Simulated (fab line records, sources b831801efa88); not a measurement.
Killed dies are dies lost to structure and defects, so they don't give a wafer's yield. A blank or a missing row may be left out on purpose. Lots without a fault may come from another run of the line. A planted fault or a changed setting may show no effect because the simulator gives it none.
A struck lot beside a sound one | flow sky130 | 14 steps out of a route of 708
Sound: wafers L419.2, L419.3, L419.4. Struck: wafers L416.3, L416.4, L416.5. The cause comes at the end.
At each step with rows: each side's tool, then ch and its chambers, then its first start. Under that, the readings that differ: sound wafers | struck wafers | difference of the means | sigmas: that difference in standard deviations of wafers without a fault.
alike: readings whose means differ by less than 2 such deviations, and words and numbers that are the same on both sides. not compared: withheld readings, readings that some wafer has no value for, bounds like >300 that may hide the same value, and numbers for which the record gives no deviation and whose values overlap.
The two part at a step that has a row with sigmas, a row that says differs or no value, or rows on one side only. Numbers that don't overlap but have no deviation are shown without sigmas and don't part them. A reading that every wafer of one side lacks parts them only if that side has two wafers or more.

SKY_NWELL_RS_MEAS_31: measures by four-point-probe.
  sound on film_metro-04, day 9 08:39; struck on film_metro-02, day 8 15:09
  reading          | sound          | struck         | difference | sigmas
  PWDE_RS (ohm/sq) | 5273 5284 5261 | 5233 5222 5230 | -44        | -2
then, 7 steps without rows for these wafers: SKY_VT_ADJUST_HVTP_DEHYDRATE_00 (time 60 s); SKY_VT_ADJUST_HVTP_HMDS_01 (prime time 60 s); SKY_VT_ADJUST_HVTP_COAT_02 (resist thk 1140 nm); SKY_VT_ADJUST_HVTP_SOFTBAKE_03 (time 60 s); SKY_VT_ADJUST_HVTP_EXPOSE_04 (exposes mask HVTPM, target cd 380 nm); SKY_VT_ADJUST_HVTP_PEB_05; SKY_VT_ADJUST_HVTP_DEVELOP_06 (develop time 60 s).
SKY_VT_ADJUST_HVTP_CD_MEAS_07: target cd 380 nm.
  sound on cd_sem-02, day 10 06:44; struck on cd_sem-01, day 9 12:07
  alike: cd_nm
SKY_VT_ADJUST_HVTP_OVL_MEAS_08:
  sound on overlay-02, day 10 06:50; struck on overlay-02, day 9 12:13
  alike: VT_ADJUST_HVTP_OVL
then, 1 step without rows for these wafers: SKY_VT_ADJUST_HVTP_IMPLANT_09.
SKY_VT_ADJUST_HVTP_STRIP_10: strips in O2/N2.
  sound on plasma_asher-03 ch 0,1, day 10 07:01; struck on plasma_asher-02 ch 0,1, day 9 12:25
  reading                        | sound                | struck               | difference | sigmas
  chamber_pressure_mTorr (mTorr) | 1500.3 1499.4 1499.5 | 1201.1 1201.2 1201.2 | -298.6     | -99 or more
  oes_product_au (a.u.)          | 0.720 0.705 0.711    | 0.679 0.682 0.680    | -0.032     | -8
  strip_time_to_endpoint_s (s)   | 14.13 14.19 14.16    | 15.39 15.38 15.37    | +1.22      | +31
  alike: drypump_motor_current_A
  not compared: rf_hours_counter_h
SKY_VT_ADJUST_HVTP_TW_MEAS_11:
  sound on film_metro-03, day 10 07:08; struck on film_metro-01, day 9 12:30
  reading           | sound          | struck         | difference | sigmas
  VT_ADJUST_HVTP_TW | 1350 1347 1347 | 1368 1367 1367 | +19        | +2
-- the record jumps here: 39 days lie between the struck wafers' starts before and after (it left off in module VT_ADJUST_HVTP and takes up again in module PAD_OPEN, whose first step shown is number 708 of the route) --
SKY_PAD_OPEN_PROBE_99:
  sound on prober-01, day 49 15:13; struck on prober-02, day 48 20:29
  alike: killed_at_M0_to_M3, killed_at_M4_up, killed_at_contacts, killed_at_front_end, killed_at_other, killed_dies, killed_open, killed_short

WHERE THEY PART
First at SKY_NWELL_RS_MEAS_31; last, within this record, at SKY_VT_ADJUST_HVTP_TW_MEAS_11. Later steps at which nothing parts them and some readings are alike: SKY_PAD_OPEN_PROBE_99.

WHY: what the simulator had put in
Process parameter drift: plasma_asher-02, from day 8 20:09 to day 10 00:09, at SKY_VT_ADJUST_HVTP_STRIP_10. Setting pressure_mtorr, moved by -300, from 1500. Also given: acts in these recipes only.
